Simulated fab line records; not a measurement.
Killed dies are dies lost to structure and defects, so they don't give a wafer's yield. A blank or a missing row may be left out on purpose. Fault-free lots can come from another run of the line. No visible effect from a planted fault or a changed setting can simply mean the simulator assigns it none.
The same fault as seen by 2 desks + flow gf180mcu + numbers are kept per desk, each desk with only its own; the story behind them comes last

FOR THE TOOL OWNER'S DESK: pecvd-04
The tool's own readings at GF_SAB_CVD_00 (deposits SiO2 from TEOS, target thk 50 nm, time 4.9302 s): means of the sampled wafers that have a number, for each lot that ran on this tool. If a lot's mean is further than 4 standard deviations from the usual mean, the lot is out of limits and carries the mark OUT (the distance appears in the brackets).
Columns: A = heater_power_w at GF_SAB_CVD_00, usual 728 W
| lot  | first seen here | A   |
|------|-----------------|-----|
| L550 | day 14 04:47    | 846 |
| L565 | day 19 17:24    | 865 |
| L564 | day 19 18:57    | 788 |
This desk's finding: nothing out of limits on any of the 3 lots.

AT THE METROLOGY DESK
Means of the sampled wafers that have a number, per lot and without regard to the tool the lot ran on: this is what the gauges read. If a lot's mean is further than 4 standard deviations from the usual mean, the lot is out of limits and carries the mark OUT (the distance appears in the brackets). Readings shown: 7 of its 8, picked as those furthest out on some lot.
Columns: A = cd_nm at GF_PSD_CD_MEAS_07, usual 400.4 nm; B = PSD_OVL at GF_PSD_OVL_MEAS_08, usual 0.0 nm; C = PSD_TW at GF_PSD_TW_MEAS_11, usual 3215; D = NSD_RS at GF_PSD_RS_MEAS_14, usual 46.10 ohm/sq; E = PSD_RS at GF_PSD_RS_MEAS_15, usual 108.48 ohm/sq; F = SAB_CVD_00_THK at GF_SAB_THK_MEAS_01, usual 49.8 nm; G = SAB_OVL at GF_SAB_OVL_MEAS_10, usual 1.1 nm
| lot  | first seen here | A     | B    | C    | D     | E      | F    | G    |
|------|-----------------|-------|------|------|-------|--------|------|------|
| L550 | day 14 03:53    | 400.1 | 0.2  | 3245 | 46.14 | 108.87 | 49.5 | 0.3  |
| L552 | day 15 06:41    | 397.0 | 1.0  | 3248 | 45.93 | 108.32 | 49.8 | -1.7 |
| L565 | day 19 16:36    | 402.4 | 0.0  | 3233 | 46.23 | 108.82 | 50.4 | 1.2  |
| L564 | day 19 18:09    | 397.2 | 0.6  | 3230 | 46.14 | 108.39 | 50.5 | 2.2  |
| L571 | day 21 12:08    | 401.1 | -1.0 | 3187 | 46.12 | 108.53 | 48.8 | 0.5  |
| L573 | day 22 01:45    | 402.7 | 0.2  | 3210 | 46.03 | 108.32 | 49.9 | 2.3  |
This desk's finding: nothing out of limits on any of the 6 lots.

BROUGHT TOGETHER
The tool owner's desk saw nothing out of limits.
The metrology desk saw nothing out of limits.

WHAT WAS PUT IN BY THE SIMULATOR
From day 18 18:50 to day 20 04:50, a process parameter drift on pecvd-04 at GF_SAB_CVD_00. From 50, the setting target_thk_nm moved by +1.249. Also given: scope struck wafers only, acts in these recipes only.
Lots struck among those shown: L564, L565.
